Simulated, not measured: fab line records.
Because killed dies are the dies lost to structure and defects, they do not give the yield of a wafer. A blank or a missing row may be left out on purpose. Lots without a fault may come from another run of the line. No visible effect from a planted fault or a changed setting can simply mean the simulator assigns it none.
Which tool did it? ; flow sky130 ; 12 lots, 36 wafers sampled, at 5 steps of a route of 708

== WHAT EACH GAUGE READ, for each wafer ==
SKY_SD_N_RS_MEAS_17: a four-point-probe measurement.
lot;measured;on;SD_P_RS (ohm/sq)
L823;day 28 08:55;film metro-03;147.2 146.6 147.1
L825;day 29 06:33;film metro-02;147.6 146.9 147.4
L827;day 30 01:13;film metro-03;147.4 147.2 146.9
L831;day 31 00:31;film metro-02;148.0 148.2 147.9
L833;day 31 18:26;film metro-02;147.7 147.6 147.1
L835;day 32 12:17;film metro-02;147.8 148.0 147.6
L836;day 32 23:02;film metro-04;146.9 147.2 146.9
L841;day 34 16:16;film metro-03;147.4 147.1 146.8
L842;day 35 02:23;film metro-03;146.9 146.6 146.9
L845;day 35 13:56;film metro-02;147.0 147.8 146.8
L843;day 35 14:08;film metro-03;147.1 146.5 146.6
L844;day 35 17:39;film metro-02;147.7 148.1 147.8

SKY_LI_CONTACT_BOW_MEAS_03.
lot;measured;on;LI_CONTACT_BOW (um)
L823;day 28 09:38;film metro-02;58 57 54
L825;day 29 07:17;film metro-04;57 67 64
L827;day 30 01:56;film metro-02;67 59 56
L831;day 31 01:14;film metro-03;66 57 64
L833;day 31 19:09;film metro-04;49 44 52
L835;day 32 13:02;film metro-02;57 58 45
L836;day 32 23:46;film metro-03;51 55 47
L841;day 34 17:08;film metro-02;57 47 52
L842;day 35 03:07;film metro-03;49 56 57
L845;day 35 14:40;film metro-02;62 52 51
L843;day 35 14:51;film metro-03;82 66 60
L844;day 35 18:22;film metro-04;62 44 42

SKY_LI_CONTACT_THK_MEAS_23: measures by xrf.
lot;measured;on;LI_CONTACT_W_THK (nm)
L823;day 29 14:55;film metro-02;415 421 400
L825;day 30 12:22;film metro-04;424 429 425
L827;day 31 07:26;film metro-04;411 409 411
L831;day 32 05:06;film metro-02;417 420 419
L833;day 32 23:28;film metro-03;409 395 403
L835;day 33 17:05;film metro-04;422 411 422
L836;day 34 03:28;film metro-03;410 407 409
L841;day 35 20:34;film metro-02;411 414 411
L842;day 36 07:19;film metro-04;413 419 415
L845;day 36 18:05;film metro-02;411 408 411
L843;day 36 19:06;film metro-04;411 409 415
L844;day 36 21:26;film metro-02;415 422 420

SKY_CONTACT_THK_MEAS_03.
lot;measured;on;CONTACT_HDPCVD_THK (nm)
L823;day 30 20:52;film metro-04;566 567 565
L825;day 31 18:26;film metro-04;581 576 590
L827;day 32 12:54;film metro-04;568 562 563
L831;day 33 09:55;film metro-01;574 513 563
L833;day 34 04:50;film metro-01;562 505 568
L835;day 34 20:44;film metro-01;568 575 568
L836;day 35 07:31;film metro-04;566 569 567
L841;day 37 00:10;film metro-02;568 566 572
L842;day 37 10:39;film metro-01;559 571 560
L845;day 37 21:29;film metro-02;580 577 560
L843;day 37 22:52;film metro-04;572 568 560
L844;day 38 01:25;film metro-02;578 565 556

== TOOL THAT RAN EACH LOT (tool first, then ch and the chambers of the sampled wafers, then the start) ==
lot;SKY_CONTACT_HDPCVD_02
L823;hdpcvd-02 ch 0,2, day 30 20:47
L825;hdpcvd-01 ch 0,2, day 31 18:22
L827;hdpcvd-02 ch 1,2, day 32 12:50
L831;hdpcvd-02 ch 0,1,2, day 33 09:50
L833;hdpcvd-02 ch 1,2, day 34 04:45
L835;hdpcvd-01 ch 0,1,2, day 34 20:40
L836;hdpcvd-01 ch 1,2, day 35 07:26
L841;hdpcvd-01 ch 0,1, day 37 00:05
L842;hdpcvd-01 ch 0,1, day 37 10:35
L845;hdpcvd-02 ch 0,2, day 37 21:25
L843;hdpcvd-01 ch 1,2, day 37 22:47
L844;hdpcvd-02 ch 0,1,2, day 38 01:21
- SKY_CONTACT_HDPCVD_02: deposits SiO2, target thk 565 nm, time 94.2 s.

== WHAT THE TOOLS THEMSELVES READ (means of the sampled wafers that have a number; where no wafer has one, the mark that the record gives instead) ==
SKY_CONTACT_HDPCVD_02.
lot;tool;run length s (s)
L823;hdpcvd-02;122.5
L825;hdpcvd-01;122.0
L827;hdpcvd-02;122.0
L831;hdpcvd-02;118.8
L833;hdpcvd-02;119.2
L835;hdpcvd-01;122.2
L836;hdpcvd-01;122.6
L841;hdpcvd-01;122.3
L842;hdpcvd-01;122.1
L845;hdpcvd-02;122.3
L843;hdpcvd-01;122.2
L844;hdpcvd-02;122.1

== THE ANSWER, worked out from the rows above alone ==
Rule: the lots themselves supply what counts as usual. Put in order of their means at a reading, lots are off if they are a third of the lots or fewer, leave a main group of 4 or more, and stand apart from it by a gap of 3 or more times the standard deviation of the main group's means; of several such gaps the widest counts. A main group whose means are all the same, to the digits that the tables above print for the reading, isn't used. Also off: a lot with no number at a reading for which 4 or more lots have one. All remaining lots with rows at the step are treated as sound. First the gauges in route order, then the tools' own readings, where a lot's mean is used as printed above. At the first step where some lot is off, the reading lying furthest off is the one used; lots without a number count as furthest.
Off at SKY_CONTACT_HDPCVD_02 (run length s): L831, L833. Main group: mean 122.2 s, sd 0.19.
A tool fits if, at that step or a process step before it, it ran every lot that is off, and no sound lot after the first of them. Not one of the candidates tried fits.

== WHAT WAS PUT IN BY THE SIMULATOR ==
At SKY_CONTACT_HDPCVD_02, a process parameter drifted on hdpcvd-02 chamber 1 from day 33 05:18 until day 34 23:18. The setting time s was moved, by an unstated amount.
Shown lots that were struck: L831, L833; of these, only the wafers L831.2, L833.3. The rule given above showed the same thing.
